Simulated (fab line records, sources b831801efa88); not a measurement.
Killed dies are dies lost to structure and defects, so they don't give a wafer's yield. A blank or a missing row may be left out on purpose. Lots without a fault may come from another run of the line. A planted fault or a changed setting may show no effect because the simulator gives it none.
Which tool did it? | flow gf180mcu | 13 lots, 39 wafers sampled, at 6 steps of a route of 602

WHAT THE GAUGES READ, wafer by wafer
GF_NWELL_TW_MEAS_11.
lot  | measured    | on            | NWELL_TW
L943 | day 3 07:48 | film_metro-02 | 1573 1566 1559
L945 | day 3 19:57 | film_metro-01 | 1588 1573 1578
L948 | day 4 10:11 | film_metro-03 | 1537 1544 1535
L952 | day 5 07:56 | film_metro-03 | 1548 1542 1543
L954 | day 5 19:41 | film_metro-01 | 1564 1564 1557
L957 | day 6 15:08 | film_metro-01 | 1573 1569 1571
L959 | day 7 00:07 | film_metro-02 | 1587 1587 1586
L960 | day 7 06:39 | film_metro-02 | 1582 1586 1583
L961 | day 7 12:00 | film_metro-01 | 1571 1562 1568
L962 | day 7 17:11 | film_metro-02 | 1579 1574 1586
L963 | day 7 20:53 | film_metro-02 | 1577 1581 1574
L964 | day 8 02:23 | film_metro-03 | 1547 1559 1556
L965 | day 8 07:44 | film_metro-02 | 1586 1589 1582

GF_LVPWELL_OVL_MEAS_07.
lot  | measured    | on         | LVPWELL_OVL (nm)
L943 | day 3 21:25 | overlay-01 | 2.8 0.5 2.6
L945 | day 4 09:11 | overlay-01 | -1.8 -0.8 -1.1
L948 | day 5 00:12 | overlay-02 | 1.3 1.1 0.3
L952 | day 5 22:06 | overlay-02 | 0.0 -1.7 0.2
L954 | day 6 10:22 | overlay-02 | 0.8 2.3 0.5
L957 | day 7 06:38 | overlay-01 | -0.1 -3.1 -1.2
L959 | day 7 16:05 | overlay-02 | -1.5 -1.9 0.9
L960 | day 7 22:09 | overlay-01 | 1.4 1.4 1.2
L961 | day 8 04:31 | overlay-01 | -0.7 -0.7 -1.7
L962 | day 8 09:25 | overlay-01 | -2.4 -1.1 0.7
L963 | day 8 13:07 | overlay-01 | 0.5 -1.0 -0.1
L964 | day 8 19:01 | overlay-01 | -2.6 -3.3 -2.0
L965 | day 9 01:14 | overlay-02 | 0.3 -0.8 0.9

GF_LVPWELL_TW_MEAS_11.
lot  | measured    | on            | LVPWELL_TW
L943 | day 3 21:52 | film_metro-03 | 550 550 549
L945 | day 4 09:37 | film_metro-03 | 545 545 545
L948 | day 5 00:38 | film_metro-01 | 556 558 558
L952 | day 5 22:32 | film_metro-01 | 554 555 557
L954 | day 6 10:48 | film_metro-01 | 524 525 522 523 524 522
L957 | day 7 07:04 | film_metro-01 | 521 526 523 523 522 524
L959 | day 7 16:31 | film_metro-03 | 548 545 552
L960 | day 7 22:35 | film_metro-02 | 562 560 562
L961 | day 8 04:57 | film_metro-01 | 562 558 558
L962 | day 8 09:51 | film_metro-02 | 562 562 566
L963 | day 8 13:33 | film_metro-01 | 557 555 558
L964 | day 8 19:27 | film_metro-02 | 568 564 566
L965 | day 9 01:40 | film_metro-01 | 558 561 557

GF_VT_IMPLANT_RS_MEAS_46: measures by four-point-probe.
lot  | measured     | on            | MVSD_RS (ohm/sq)
L943 | day 7 13:01  | film_metro-03 | 454.8 455.0 456.2
L945 | day 8 03:54  | film_metro-01 | 454.7 456.4 455.7
L948 | day 8 21:04  | film_metro-02 | 456.2 457.0 457.1
L952 | day 10 00:22 | film_metro-03 | 456.4 457.1 457.3
L954 | day 10 14:43 | film_metro-01 | 458.9 458.9 458.1
L957 | day 11 16:19 | film_metro-01 | 457.4 457.2 457.5
L959 | day 12 04:24 | film_metro-02 | 455.7 455.6 455.9
L960 | day 12 08:51 | film_metro-02 | 457.7 457.2 456.2
L961 | day 12 17:16 | film_metro-02 | 456.7 456.3 456.8
L962 | day 12 23:42 | film_metro-03 | 457.6 458.4 457.1
L963 | day 13 04:30 | film_metro-03 | 455.7 454.9 454.8
L964 | day 13 10:15 | film_metro-03 | 457.8 457.9 458.1
L965 | day 13 20:15 | film_metro-02 | 453.9 455.5 454.5

GF_VT_IMPLANT_RS_MEAS_48: measures by four-point-probe.
lot  | measured     | on            | LVPWELL_RS (ohm/sq)
L943 | day 7 13:16  | film_metro-03 | 1197 1198 1198
L945 | day 8 04:08  | film_metro-01 | 1202 1200 1199
L948 | day 8 21:18  | film_metro-02 | 1199 1196 1191
L952 | day 10 00:37 | film_metro-03 | 1200 1202 1199
L954 | day 10 14:57 | film_metro-01 | 1372 1370 1374 1371 1369 1371
L957 | day 11 16:34 | film_metro-01 | 1363 1366 1372 1364 1364 1368
L959 | day 12 04:38 | film_metro-02 | 1190 1195 1194
L960 | day 12 09:05 | film_metro-02 | 1198 1204 1198
L961 | day 12 17:31 | film_metro-02 | 1197 1196 1196
L962 | day 12 23:56 | film_metro-03 | 1203 1202 1202
L963 | day 13 04:44 | film_metro-03 | 1205 1202 1195
L964 | day 13 10:29 | film_metro-03 | 1196 1195 1198
L965 | day 13 20:29 | film_metro-02 | 1190 1191 1193

WHICH TOOL RAN EACH LOT (tool, then ch and the chambers of the sampled wafers, then the start)
lot  | GF_LVPWELL_IMPLANT_08
L943 | implanter-02 ch 0, day 3 21:29
L945 | implanter-02 ch 0, day 4 09:13
L948 | implanter-01 ch 0, day 5 00:14
L952 | implanter-04 ch 0, day 5 22:08
L954 | implanter-02 ch 0, day 6 10:24
L957 | implanter-02 ch 0, day 7 06:40
L959 | implanter-01 ch 0, day 7 16:09
L960 | implanter-01 ch 0, day 7 22:11
L961 | implanter-04 ch 0, day 8 04:33
L962 | implanter-04 ch 0, day 8 09:27
L963 | implanter-01 ch 0, day 8 13:09
L964 | implanter-04 ch 0, day 8 19:03
L965 | implanter-04 ch 0, day 9 01:16
- GF_LVPWELL_IMPLANT_08

WHAT THE TOOLS THEMSELVES READ (means of the sampled wafers that have a number; where no wafer has one, the mark that the record gives instead)
GF_LVPWELL_IMPLANT_08.
lot  | tool         | dose_ions_cm2 | faraday_current_uA | tilt_deg (degrees)
L943 | implanter-02 | 1.4994e+13    | 85.1               | 0.027
L945 | implanter-02 | 1.4996e+13    | 84.6               | -0.004
L948 | implanter-01 | 1.5007e+13    | 83.8               | 0.001
L952 | implanter-04 | 1.5004e+13    | 85.7               | -0.003
L954 | implanter-02 | 1.1480e+13    | 65.4               | 0.027
L957 | implanter-02 | 1.1467e+13    | 65.0               | 0.010
L959 | implanter-01 | 1.4999e+13    | 84.0               | -0.001
L960 | implanter-01 | 1.5014e+13    | 84.9               | 0.001
L961 | implanter-04 | 1.5006e+13    | 83.2               | -0.029
L962 | implanter-04 | 1.5014e+13    | 85.1               | 0.003
L963 | implanter-01 | 1.4996e+13    | 82.9               | 0.000
L964 | implanter-04 | 1.5014e+13    | 85.3               | -0.007
L965 | implanter-04 | 1.4995e+13    | 85.1               | -0.025

THE ANSWER, worked out from the rows above alone
Rule: what is usual is taken from the lots themselves. Put in order of their means at a reading, lots are off if they are a third of the lots or fewer, leave a main group of 4 or more, and stand apart from it by a gap of 3 or more times the standard deviation of the main group's means; of several such gaps the widest counts. A main group whose means are all the same, to the digits that the tables above print for the reading, isn't used. A lot without any number at a reading at which 4 lots or more have one is off too. The other lots that the step has rows for count as sound. The gauges are gone through in route order, then the tools' own readings, and for those a lot's mean is taken as printed above. The first step at which some lot is off is used, and at that step the reading that is off furthest; a lot without a number counts as furthest.
Off: L954, L957, at GF_LVPWELL_TW_MEAS_11 (LVPWELL_TW). The main group: mean 556, standard deviation 6.2.
A tool fits if, at a process step before that reading, it ran every lot that is off, and no sound lot after the first of them. The gauges at GF_LVPWELL_TW_MEAS_11 aren't tried: what is off there is off at GF_LVPWELL_IMPLANT_08 too, on other tools, and a gauge's error can't cause that. One fits: implanter-02 at GF_LVPWELL_IMPLANT_08. Its last sound lot is L945 (day 4 09:13), its first lot that is off L954 (day 6 10:24): a fault that began between those two fits.
The tool's own readings at GF_LVPWELL_IMPLANT_08 bear it out: on the lots that are off they differ by more than 5 times the standard deviation of the sound lots' means. dose_ions_cm2 reads 1.1474e+13 there against 1.5004e+13 on the sound lots; faraday_current_uA reads 65.2 there against 84.5 on the sound lots.

WHAT THE SIMULATOR HAD PUT IN
Process parameter drift: implanter-02, from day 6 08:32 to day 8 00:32, at GF_LVPWELL_IMPLANT_08. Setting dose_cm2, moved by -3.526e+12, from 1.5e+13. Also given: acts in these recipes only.
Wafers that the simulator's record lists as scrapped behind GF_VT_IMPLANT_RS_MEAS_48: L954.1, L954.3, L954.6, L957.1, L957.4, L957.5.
Lots struck among those shown: L954, L957. The rule above found the same.
